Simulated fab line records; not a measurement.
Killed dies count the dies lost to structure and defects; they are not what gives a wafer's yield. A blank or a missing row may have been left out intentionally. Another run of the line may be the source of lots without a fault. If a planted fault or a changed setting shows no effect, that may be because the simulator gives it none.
Which of the tools did it? -- flow sky130 -- 7 lots with 21 wafers sampled at 3 steps, on a route of 708 steps

WHAT THE GAUGES SHOWED, per wafer
SKY_SD_N_RS_MEAS_17: measures by four-point-probe.
lot,measured,on,SD_P_RS (ohm/sq)
L209,day 28 00:52,film metro-01,147.7 147.8 147.6
L213,day 29 13:47,film metro-04,149.3 149.2 148.8
L220,day 32 06:46,film metro-04,146.7 146.6 146.4
L223,day 32 19:41,film metro-03,147.0 147.2 147.8
L225,day 33 13:37,film metro-04,146.6 146.6 147.3
L228,day 34 14:24,film metro-04,146.9 146.5 147.2
L231,day 36 01:36,film metro-04,146.7 146.6 146.9

WHICH TOOL RAN EACH LOT (tool, then ch and the chambers of the sampled wafers, then the start)
lot,SKY_SD_P_IMPLANT_09,SKY_SD_P_STRIP_10
L209,"implanter-04 ch 0, day 25 13:25","plasma asher-02 ch 0,1, day 25 13:34"
L213,"implanter-04 ch 0, day 27 04:14","plasma asher-02 ch 0,1, day 27 04:21"
L220,"implanter-01 ch 0, day 29 23:02","plasma asher-02 ch 0,1, day 29 23:09"
L223,"implanter-02 ch 0, day 30 11:59","plasma asher-02 ch 1, day 30 12:06"
L225,"implanter-04 ch 0, day 31 06:28","plasma asher-01 ch 0,1, day 31 06:37"
L228,"implanter-04 ch 0, day 32 08:00","plasma asher-02 ch 0,1, day 32 08:08"
L231,"implanter-04 ch 0, day 33 20:28","plasma asher-01 ch 0,1, day 33 20:37"
- SKY_SD_P_IMPLANT_09
- SKY_SD_P_STRIP_10: strips in O2/N2.

THE ANSWER, worked out from the rows above alone
Rule: usual is defined by the lots themselves. Put in order of their means at a reading, lots are off if they are a third of the lots or fewer, leave a main group of 4 or more, and stand apart from it by a gap of 3 or more times the standard deviation of the main group's means; of several such gaps the widest counts. Not used: any main group whose means are identical at the precision the tables above print for the reading. Also off: a lot with no number at a reading for which 4 or more lots have one. Where the step has rows for the other lots, those lots are counted as sound.
Off: L213, at SKY_SD_N_RS_MEAS_17 (SD_P_RS). Main group: mean 147.0 ohm/sq, sd 0.39.
If a tool, at a process step before that reading, ran all the lots that are off and no sound lot after the first of them, it fits. Those tools and the gauges at SKY_SD_N_RS_MEAS_17 are tried in the same way. No candidate that was tried fits.

WHAT THE SIMULATOR HAD PUT IN
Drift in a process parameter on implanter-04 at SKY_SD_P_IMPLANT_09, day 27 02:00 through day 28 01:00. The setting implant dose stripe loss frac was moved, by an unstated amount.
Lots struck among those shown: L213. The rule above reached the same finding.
